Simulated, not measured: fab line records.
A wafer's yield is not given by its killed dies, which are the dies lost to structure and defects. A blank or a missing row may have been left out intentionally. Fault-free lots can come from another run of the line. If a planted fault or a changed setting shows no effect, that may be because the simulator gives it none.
fab line records | flow sky130
[record] lots = 12 wafers = 36 last-day = 50
route steps=708 shown POLY_CUT@315 RES_XHIGH@340 METAL1@445
lots untouched by any fault: they come from a run of this same line in which no faults occurred
start-h: hours from the record's opening day to when the first of the lot's shown wafers began | wait-h: how many hours have passed since the lot's step before this one | " same as the row above | L1.1+2: a single row standing in for several wafers | - either no value or no given start | * or withheld: withheld | < > ~ a bound
route shown NAME@n: a module of which the file shows steps, and the number in the route of the first | usual: mean/standard deviation taken from wafers without a fault | same: alike in all rows | chamber/n: place in a boat | sites: per-site readings | _std_site: their standard deviation | _edge_site: mean of outer sites minus mean of inner sites | radius-mm: how far each site lies from the wafer's centre | mask NAME#n: copy n | behind: the most recent tool/chamber to have shaped the wafer | hold: why the lot was held/for how many hours/how that ended | device: which transistor (n, p or np) failed to switch | end of line: the tests these same wafers got at the end of their route | where a step has no rows: the recipe by itself | killed: dies lost to structure and defects at the first sort, not the wafer's yield | map: a wafer's dies, x killed, . not, _ none there
set.NAME: the setting the step ran with; set.NAME@STEP: the setting that earlier step ran with | model.NAME: the simulator's own value behind a step, which no gauge read
route steps across a sampled set of lots; one table per step, one row per wafer
services: the hour from which a tool's chamber was out of use, counted from the record's first day as start-h (under 0 if before that day), plus the number of hours and why
[[steps]]
[step SKY_POLY_CUT_CD_MEAS_08]
[recipe] target-cd-nm = 270
[usual] cd-nm = 270.0/1.4
// columns lot.wafer tool chamber start-h wait-h cd-nm
L387.1 cd-sem-01 - 569.76 - 271.6
L387.2 " - " " 270.6
L387.5 " - " " 270.7
L391.2 cd-sem-01 - 593.83 - 268.4
L391.4 " - " " 268.3
L391.5 " - " " 267.4
L395.3 cd-sem-02 - 630.15 - 269.6
L395.4 " - " " 270.5
L395.6 " - " " 269.7
L397.1 cd-sem-02 - 645.71 - 272.9
L397.4 " - " " 271.4
L397.6 " - " " 271.4
L398.4 cd-sem-02 - 651.20 - 269.8
L398.5 " - " " 269.3
L398.6 " - " " 268.3
L400.1 cd-sem-02 - 671.06 - 266.2
L400.2 " - " " 266.8
L400.4 " - " " 267.2
L401.1 cd-sem-01 - 686.76 - 271.9
L401.3 " - " " 272.5
L401.5 " - " " 272.4
L402.1 cd-sem-01 - 687.06 - 269.3
L402.4 " - " " 269.8
L402.6 " - " " 270.4
L405.3 cd-sem-01 - 700.63 - 269.0
L405.4 " - " " 269.7
L405.6 " - " " 270.2
L407.3 cd-sem-02 - 719.85 - 267.8
L407.5 " - " " 268.7
L407.6 " - " " 268.2
L408.3 cd-sem-02 - 723.03 - 270.3
L408.4 " - " " 269.9
L408.5 " - " " 271.1
L410.1 cd-sem-02 - 739.91 - 270.4
L410.2 " - " " 270.8
L410.3 " - " " 271.2
[step SKY_RES_XHIGH_STRIP_08]
[recipe] chemistry = O2/N2 power-w = 1400 pressure-mtorr = 1500 platen-temp-c = withheld o2-flow-sccm = 3000 n2-flow-sccm = 300 overash-fraction = 0.5
[usual] drypump-motor-current-A = 5.95/0.26 oes-product-au = 0.711/0.004 strip-time-to-endpoint-s = 14.27/0.04
// columns lot.wafer tool chamber start-h wait-h drypump-motor-current-A oes-product-au rf-hours-counter-h strip-time-to-endpoint-s
L387.1 plasma-asher-01 0 629.82 0.1 5.71 0.713 20 14.25
L387.2 " 1 " " 5.76 0.711 20 14.28
L387.5 " 0 " " 5.72 0.710 - 14.23
L391.2 plasma-asher-02 1 652.46 0.1 5.51 0.713 93 14.27
L391.4 " 1 " " 5.52 0.715 - 14.23
L391.5 " 0 " " 6.37 0.711 - 14.28
L395.3 plasma-asher-02 0 687.42 0.1 6.39 0.703 - 14.31
L395.4 " 1 " " 5.53 0.711 - 14.31
L395.6 " 0 " " 6.36 0.707 - 14.29
L397.1 plasma-asher-02 0 702.77 0.1 6.37 0.714 97 14.20
L397.4 " 1 " " 5.53 0.707 - 14.27
L397.6 " 0 " " 6.37 0.707 - 14.23
L398.4 plasma-asher-01 0 708.19 0.1 5.73 0.712 - 14.29
L398.5 " 1 " " 5.74 0.710 - 14.33
L398.6 " 0 " " 5.73 0.707 - 14.34
L400.1 plasma-asher-02 0 728.82 0.1 6.36 0.710 99 14.32
L400.2 " 1 " " 5.53 0.712 99 14.23
L400.4 " 0 " " 6.35 0.720 - 14.26
L401.1 plasma-asher-04 1 742.32 0.1 6.00 0.711 92 14.22
L401.3 " 1 " " 5.99 0.707 - 14.19
L401.5 " 1 " " 5.99 0.713 - 14.22
L402.1 plasma-asher-02 0 743.96 0.1 6.37 0.719 0 14.25
L402.4 " 1 " " 5.53 0.710 - 14.23
L402.6 " 0 " " 6.38 0.709 - 14.27
L405.3 plasma-asher-04 1 756.34 0.1 6.00 0.701 - 14.30
L405.4 " 0 " " 6.06 0.719 - 14.28
L405.6 " 0 " " 6.06 0.709 - 14.30
L407.3 plasma-asher-04 1 773.47 0.1 5.99 0.706 - 14.29
L407.5 " 0 " " 6.05 0.711 - 14.32
L407.6 " 1 " " 6.02 0.712 - 14.26
L408.3 plasma-asher-04 1 777.00 0.1 6.04 0.713 - 14.27
L408.4 " 0 " " 6.06 0.714 - 14.28
L408.5 " 0 " " 6.08 0.706 - 14.31
L410.1 plasma-asher-04 0 792.74 0.1 6.06 0.715 97 14.24
L410.2 " 1 " " 6.02 0.710 97 14.23
L410.3 " 1 " " 6.00 0.710 - 14.22
[step SKY_METAL1_SOFTBAKE_11]
[recipe] temp-c = 100 time-s = 90 resist = KrF-thick
[usual] heater-power-total-W = 57.35/0.11 run-length-s = 119.17/0.25
// columns lot.wafer tool chamber start-h wait-h heater-power-total-W run-length-s
L387.1 litho-track-04 0 761 - 57.36 119.01
L387.2 " 0 " " 57.48 118.99
L387.5 " 0 " " 57.53 118.91
L391.2 litho-track-03 0 782 - 57.40 118.83
L391.4 " 0 " " 57.49 118.93
L391.5 " 0 " " 57.23 119.10
L395.3 litho-track-03 0 814 - 57.24 119.06
L395.4 " 0 " " 57.42 119.08
L395.6 " 0 " " 57.50 118.88
L397.1 litho-track-02 0 829 - 57.27 119.29
L397.4 " 0 " " 57.23 119.36
L397.6 " 0 " " 57.52 119.40
L398.4 litho-track-03 0 833 - 57.38 118.78
L398.5 " 0 " " 57.45 118.93
L398.6 " 0 " " 57.20 119.13
L400.1 litho-track-02 0 853 - 57.34 119.44
L400.2 " 0 " " 57.37 119.38
L400.4 " 0 " " 57.28 119.44
L401.1 litho-track-03 0 866 - 59.92 106.41
L401.3 " 0 " " 60.06 106.33
L401.5 " 0 " " 60.20 106.60
L402.1 litho-track-03 0 867 - 60.12 106.56
L402.4 " 0 " " 60.17 106.44
L402.6 " 0 " " 60.01 106.79
L405.3 litho-track-02 0 880 - 57.29 119.37
L405.4 " 0 " " 57.32 119.38
L405.6 " 0 " " 57.13 119.25
L407.3 litho-track-04 0 894 - 57.18 118.96
L407.5 " 0 " " 57.38 119.01
L407.6 " 0 " " 57.24 119.08
L408.3 litho-track-02 0 897 - 57.30 119.38
L408.4 " 0 " " 57.17 119.26
L408.5 " 0 " " 57.30 119.34
L410.1 litho-track-04 0 916 - 57.51 119.07
L410.2 " 0 " " 57.18 119.05
L410.3 " 0 " " 57.34 118.95
[step SKY_METAL1_DESCUM_17]
[recipe] chemistry = O2 source-power-w = 150 bias-power-w = 0 pressure-mtorr = 10 temp-c = 40 time-s = 8
[usual] drypump-motor-current-A = 5.5/0.53 oes-product-au = 0.997/0.012
[same] time-s = 8
// columns lot.wafer tool chamber start-h wait-h drypump-motor-current-A oes-product-au rf-hours-counter-h
L387.1 rie-metal-04 0 775.87 0.0 4.8 0.978 12
L387.2 " 0 " " 4.7 0.976 -
L387.5 " 0 " " 4.8 0.986 -
L391.2 rie-metal-04 0 795.42 0.0 4.8 0.982 13
L391.4 " 1 " " 6.5 0.995 -
L391.5 " 1 " " 6.4 1.006 -
L395.3 rie-metal-03 1 827.18 0.0 5.1 1.015 -
L395.4 " 0 " " 5.6 0.994 -
L395.6 " 1 " " 5.1 1.019 -
L397.1 rie-metal-03 1 842.77 0.0 5.1 1.008 17
L397.4 " 1 " " 5.1 1.010 -
L397.6 " 0 " " 5.6 0.997 -
L398.4 rie-metal-04 1 846.23 0.0 6.5 0.997 -
L398.5 " 0 " " 4.7 1.000 -
L398.6 " 1 " " 6.5 1.001 -
L400.1 rie-metal-04 0 866.77 0.0 4.8 1.003 0
L400.2 " 1 " " 6.5 0.987 3
L400.4 " 1 " " 6.4 0.990 -
L401.1 rie-metal-01 0 879.02 0.0 5.7 0.996 5
L401.3 " 1 " " 5.9 0.986 -
L401.5 " 1 " " 5.9 0.995 -
L402.1 rie-metal-03 0 880.82 0.0 5.6 0.985 8
L402.4 " 0 " " 5.6 0.980 -
L402.6 " 0 " " 5.6 0.987 -
L405.3 rie-metal-03 0 893.53 0.0 5.6 0.993 -
L405.4 " 1 " " 5.1 1.012 -
L405.6 " 0 " " 5.6 0.993 -
L407.3 rie-metal-01 1 907.24 0.0 5.9 0.990 -
L407.5 " 0 " " 5.7 0.996 -
L407.6 " 1 " " 5.9 0.996 -
L408.3 rie-metal-03 0 910.59 0.0 5.6 0.998 -
L408.4 " 1 " " 5.1 1.025 -
L408.5 " 0 " " 5.6 0.985 -
L410.1 rie-metal-03 0 927.82 0.0 5.6 0.995 10
L410.2 " 1 " " 5.1 1.026 2
L410.3 " 0 " " 5.6 0.985 -
[[services]]
// columns tool chamber start-h hours kind
rie-metal-03 1 627.43 4.8 repair
rie-metal-04 0 630.81 5.3 repair
rie-metal-04 - 633.29 3.8 repair
plasma-asher-04 - 633.38 4.5 repair
plasma-asher-02 - 639.77 2.2 repair
rie-metal-03 0 644.78 - clean
rie-metal-03 0 644.78 25.0 scheduled-down
plasma-asher-01 - 645.14 2.8 pm
plasma-asher-02 - 673.65 13.0 repair
plasma-asher-04 - 683.46 4.0 pm
plasma-asher-01 - 700.02 7.3 repair
rie-metal-03 1 715.07 1.5 repair
rie-metal-01 - 719.03 1.1 repair
plasma-asher-02 - 733.75 9.0 pm
rie-metal-04 1 735.77 13.5 repair
rie-metal-04 - 759.52 0.6 repair
rie-metal-04 - 763.95 1.3 repair
plasma-asher-02 - 813.79 2.2 repair
plasma-asher-01 - 828.67 14.6 pm
plasma-asher-01 - 846.07 42.5 pm
rie-metal-03 1 876.53 11.0 repair
rie-metal-03 0 897.82 10.2 repair
plasma-asher-04 - 912.02 0.9 repair
plasma-asher-01 - 917.67 3.4 repair
[[key]]
[first-sign] step = SKY_METAL1_SOFTBAKE_11 reading = run-length-s direction = down sigmas = 51 usual = * struck = *
[effect] step = SKY_METAL1_SOFTBAKE_11 reading = heater-power-total-W direction = up sigmas = 25 usual = * struck = *
met-at SKY_METAL1_SOFTBAKE_11
struck-lots L401,L402
not-acting-at SKY_POLY_CUT_CD_MEAS_08,SKY_RES_XHIGH_STRIP_08,SKY_METAL1_DESCUM_17
onset-between 833 866
[fault] kind = process-parameter-drift tool = litho-track-03 chamber = - onset-h = 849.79 steps = SKY_METAL1_SOFTBAKE_11 channel = time-s offset = * shape = step end-h = 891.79 acts-in = * stated = *
